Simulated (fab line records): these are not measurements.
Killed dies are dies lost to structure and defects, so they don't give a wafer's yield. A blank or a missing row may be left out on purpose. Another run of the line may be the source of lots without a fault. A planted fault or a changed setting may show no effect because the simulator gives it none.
One fault seen from 2 desks :: flow gf180mcu :: what lay behind the numbers comes last; until then each desk has only its own

== THE TOOL OWNER'S DESK: implanter-02 ==
GF_HV_LDD_IMPLANT_21, tool's own readings: per-lot mean of the sampled wafers with a number, covering each lot this tool ran. Any lot whose mean is over 4 standard deviations away from the usual mean is out of limits and marked OUT; that distance is given in the brackets.
Columns: A = beam_on_s at GF_HV_LDD_IMPLANT_21, usual 9.99 s; B = end_station_pressure_torr at GF_HV_LDD_IMPLANT_21, usual 5.23e-06 Torr; C = faraday_current_uA at GF_HV_LDD_IMPLANT_21, usual 282
lot: L393
first seen here: day 11 22:06
A: 9.90
B: 5.06e-06
C: 285

lot: L394
first seen here: day 12 02:59
A: 10.08
B: 5.24e-06
C: 279

lot: L395
first seen here: day 12 15:08
A: 11.13 (+5.4) OUT
B: 5.75e-05 (+99 or more) OUT
C: 255 (-4.7) OUT

lot: L397
first seen here: day 13 12:29
A: 11.38 (+6.6) OUT
B: 5.96e-05 (+99 or more) OUT
C: 250 (-5.5) OUT

lot: L398
first seen here: day 13 18:52
A: 11.20 (+5.8) OUT
B: 5.69e-05 (+99 or more) OUT
C: 255 (-4.7) OUT
Finding of this desk: L395, L397, L398 out of limits; the first was L395 at day 12 15:08, on beam_on_s at GF_HV_LDD_IMPLANT_21. L393, L394: within limits.

== METROLOGY DESK ==
What the gauges read for every lot (on any tool): the sampled wafers with a number, averaged. Any lot whose mean is over 4 standard deviations away from the usual mean is out of limits and marked OUT; that distance is given in the brackets.
Columns: A = HV_LDD_2_TW at GF_HV_LDD_TW_MEAS_23, usual 1060; B = V2_BOW at GF_V2_BOW_MEAS_05, usual 99 um
lot: L391
first seen here: day 11 09:50
A: 1065
B: 103

lot: L392
first seen here: day 11 10:53
A: 1059
B: 96

lot: L393
first seen here: day 11 22:20
A: 1063
B: 100

lot: L394
first seen here: day 12 03:14
A: 1064
B: 100

lot: L395
first seen here: day 12 15:21
A: 1101 (+8.4) OUT
B: 100

lot: L397
first seen here: day 13 12:44
A: 1100 (+8.2) OUT
B: 100

lot: L398
first seen here: day 13 19:04
A: 1097 (+7.5) OUT
B: 96

lot: L405
first seen here: day 15 18:20
A: 1053
B: 102

lot: L406
first seen here: day 16 02:52
A: 1062
B: 101

lot: L407
first seen here: day 16 07:20
A: 1058
B: 96

lot: L408
first seen here: day 16 20:17
A: 1056
B: 95

lot: L411
first seen here: day 17 18:14
A: 1068
B: 103

lot: L413
first seen here: day 18 04:51
A: 1056
B: 98
Finding of this desk: L395, L397, L398 out of limits, first seen on L395 at day 12 15:21 (HV_LDD_2_TW at GF_HV_LDD_TW_MEAS_23). L391, L392, L393, L394, L405, L406, L407, L408, L411, L413: within limits.

== ALL TOGETHER ==
On L395, L397, L398, at day 12 15:08, an alarm was possible from the tool owner's desk.
Metrology desk: alarm possible at day 12 15:21 on L395, L397, L398.
On implanter-02, each named lot ran GF_HV_LDD_IMPLANT_21.

== WHAT HAD BEEN PUT IN BY THE SIMULATOR ==
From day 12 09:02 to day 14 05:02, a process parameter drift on implanter-02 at GF_HV_LDD_IMPLANT_21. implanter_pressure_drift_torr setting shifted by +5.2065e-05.
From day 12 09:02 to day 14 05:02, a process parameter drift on implanter-02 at GF_HV_LDD_IMPLANT_21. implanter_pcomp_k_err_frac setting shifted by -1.
Struck lots among those shown: L395, L397, L398.
Counting hours from when the fault started, the first reading out of limits came at 6 for the tool owner's desk and at 6 for the metrology desk.
